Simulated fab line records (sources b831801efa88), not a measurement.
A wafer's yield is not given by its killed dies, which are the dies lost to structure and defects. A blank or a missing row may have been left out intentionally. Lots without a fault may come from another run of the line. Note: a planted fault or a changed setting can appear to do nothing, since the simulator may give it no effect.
Code-filled problem report in 8D (eight disciplines) form :: flow gf180mcu :: the parts of the form that need people (team, actions taken, sign-off) are left out

== 1. THE PROBLEM ==
Wafers free of any fault read 3 nm (standard deviation 6) for V3_OVL at GF_V3_OVL_MEAS_15, against a mean of 54 nm on 6 wafers of 2 lots. Relative to the usual mean, that is a shift of +8.5 standard deviations.
The first sign was on wafer L729.1 at day 29 03:12, on overlay-01. At this step, 39 wafers from 13 lots have a number in the record. Rule for "out" (also "out of limits"): further than 4 standard deviations from the usual mean. Any other wafer with a number is counted as sound.

== 2. WHAT IT IS; WHAT IT IS NOT ==
question: which readings at this step
is: V3_OVL
is not: -

question: which lots
is: L729, L731
is not: L709, L710, L712, L714, L715, L716, L718, L721, L722, L723, L726

question: which wafers of those lots
is: all that have a number
is not: -

question: read on which gauges
is: overlay-01, overlay-02
is not: -

question: when
is: from day 29 03:12
is not: up to then (33 sound wafers)

== 3. THE SUSPECTS, EACH WITH WHAT RULES IT OUT ==
Counting: a tool at any process step up to the reading remains a suspect when it ran all the lots that are out and ran no sound lot after the first of those.
- ruled out: the gauge at GF_V3_OVL_MEAS_15. The wafers that are out were read on 2 gauges (overlay-01, overlay-02).
- krf-scanner-01 at GF_V3_EXPOSE_11 (exposes mask Via3, target cd 260 nm): kept. Every lot that is out went through it, starting with L729 (day 28 17:26), and after that it ran no sound lot; the last sound lot it ran before then is L726 (day 27 21:07).
Left after counting: krf-scanner-01 at GF_V3_EXPOSE_11.

== 4. THE CAUSE (what the simulator had put in) ==
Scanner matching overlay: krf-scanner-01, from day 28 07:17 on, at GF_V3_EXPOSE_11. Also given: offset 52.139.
Counting left only this tool.

== 5. SEQUENCE OF EFFECTS, ordered by route ==
Each row: a reading where the mean over the struck wafers with a number is more than 3 standard deviations away from the usual. Readings are gone through only where the record gives a usual standard deviation; hours: the median, over the lots, of the time from a lot's start at the first step in this table giving one to that lot's start at this step; sigmas: the change measured in usual standard deviations.
hours: 0
step: GF_V3_OVL_MEAS_15
reading: V3_OVL
usual: 3 nm
on struck wafers: 54
change: +51
sigmas: +8.5
Later measuring or inspecting steps at which every struck wafer that the step has a row for has a number for every such reading, and none has moved that far: GF_V3_THK_MEAS_25.

== 6. WHAT WOULD HAVE CAUGHT IT SOONER ==
20 hours passed between the start of the fault at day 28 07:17 and the first reading out of limits at a measuring or inspecting step in this record, taken at day 29 03:12.
Of the lots that are out (2), L731 began GF_V3_EXPOSE_11 on krf-scanner-01 after day 29 03:12. A hold on the tool at that time would have spared it.
